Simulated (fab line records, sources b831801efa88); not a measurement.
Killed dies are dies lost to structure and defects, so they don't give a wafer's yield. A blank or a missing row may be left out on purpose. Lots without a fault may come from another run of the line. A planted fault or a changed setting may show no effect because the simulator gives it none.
Which tool did it? | flow gf180mcu | 11 lots, 33 wafers sampled, at 3 steps of a route of 602

WHAT THE GAUGES READ, wafer by wafer
GF_V3_RS_MEAS_24: measures by four-point-probe.
lot  | measured     | on            | V3_W_RS (ohm/sq)
L469 | day 22 03:18 | film_metro-03 | 0.333 0.330 0.333
L472 | day 23 04:44 | film_metro-01 | 0.333 0.333 0.332
L471 | day 23 10:05 | film_metro-04 | 0.329 0.332 0.328
L473 | day 23 13:26 | film_metro-01 | 0.332 0.321 0.335
L475 | day 24 22:56 | film_metro-01 | 0.333 0.336 0.262
L476 | day 25 00:10 | film_metro-04 | 0.262 0.335 0.337
L482 | day 26 19:30 | film_metro-04 | 0.329 0.334 0.332
L487 | day 28 09:14 | film_metro-04 | 0.334 0.333 0.333
L488 | day 28 13:28 | film_metro-03 | 0.330 0.336 0.335
L491 | day 29 17:12 | film_metro-04 | 0.326 0.335 0.331
L492 | day 29 19:57 | film_metro-04 | 0.332 0.328 0.334

WHICH TOOL RAN EACH LOT (tool, then ch and the chambers of the sampled wafers, then the start)
lot  | GF_V2_CVD_23                  | GF_V3_CVD_23
L469 | cvd_w-02 ch 0,1, day 20 00:22 | cvd_w-01 ch 0,1, day 22 03:11
L472 | cvd_w-01 ch 0,1, day 21 02:46 | cvd_w-01 ch 0,1, day 23 04:38
L471 | cvd_w-02 ch 0,1, day 21 08:47 | cvd_w-01 ch 1, day 23 09:52
L473 | cvd_w-01 ch 0,1, day 21 11:28 | cvd_w-02 ch 0,1, day 23 13:19
L475 | cvd_w-01 ch 0,1, day 22 23:13 | cvd_w-01 ch 0,1, day 24 22:49
L476 | cvd_w-02 ch 0,1, day 23 00:25 | cvd_w-01 ch 0,1, day 25 00:04
L482 | cvd_w-02 ch 0,1, day 24 22:07 | cvd_w-02 ch 1, day 26 19:23
L487 | cvd_w-02 ch 0,1, day 26 13:07 | cvd_w-01 ch 0,1, day 28 09:07
L488 | cvd_w-01 ch 0,1, day 26 17:44 | cvd_w-01 ch 0,1, day 28 13:21
L491 | cvd_w-02 ch 1, day 27 23:07   | cvd_w-02 ch 0,1, day 29 17:04
L492 | cvd_w-01 ch 0,1, day 28 02:08 | cvd_w-01 ch 0,1, day 29 19:50
- GF_V2_CVD_23: deposits W, target thk 350 nm, time 104.94 s.
- GF_V3_CVD_23: deposits W, target thk 350 nm, time 104.9 s.

THE ANSWER, worked out from the rows above alone
Rule: what is usual is taken from the lots themselves. Put in order of their means at a reading, lots are off if they are a third of the lots or fewer, leave a main group of 4 or more, and stand apart from it by a gap of 3 or more times the standard deviation of the main group's means; of several such gaps the widest counts. A main group whose means are all the same, to the digits that the tables above print for the reading, isn't used. A lot without any number at a reading at which 4 lots or more have one is off too. The other lots that the step has rows for count as sound.
Off: L475, L476, at GF_V3_RS_MEAS_24 (V3_W_RS). The main group: mean 0.332 ohm/sq, standard deviation 0.0014.
A tool fits if, at a process step before that reading, it ran every lot that is off, and no sound lot after the first of them. The gauges at GF_V3_RS_MEAS_24 are tried like those tools. None of those tried fits.

WHAT THE SIMULATOR HAD PUT IN
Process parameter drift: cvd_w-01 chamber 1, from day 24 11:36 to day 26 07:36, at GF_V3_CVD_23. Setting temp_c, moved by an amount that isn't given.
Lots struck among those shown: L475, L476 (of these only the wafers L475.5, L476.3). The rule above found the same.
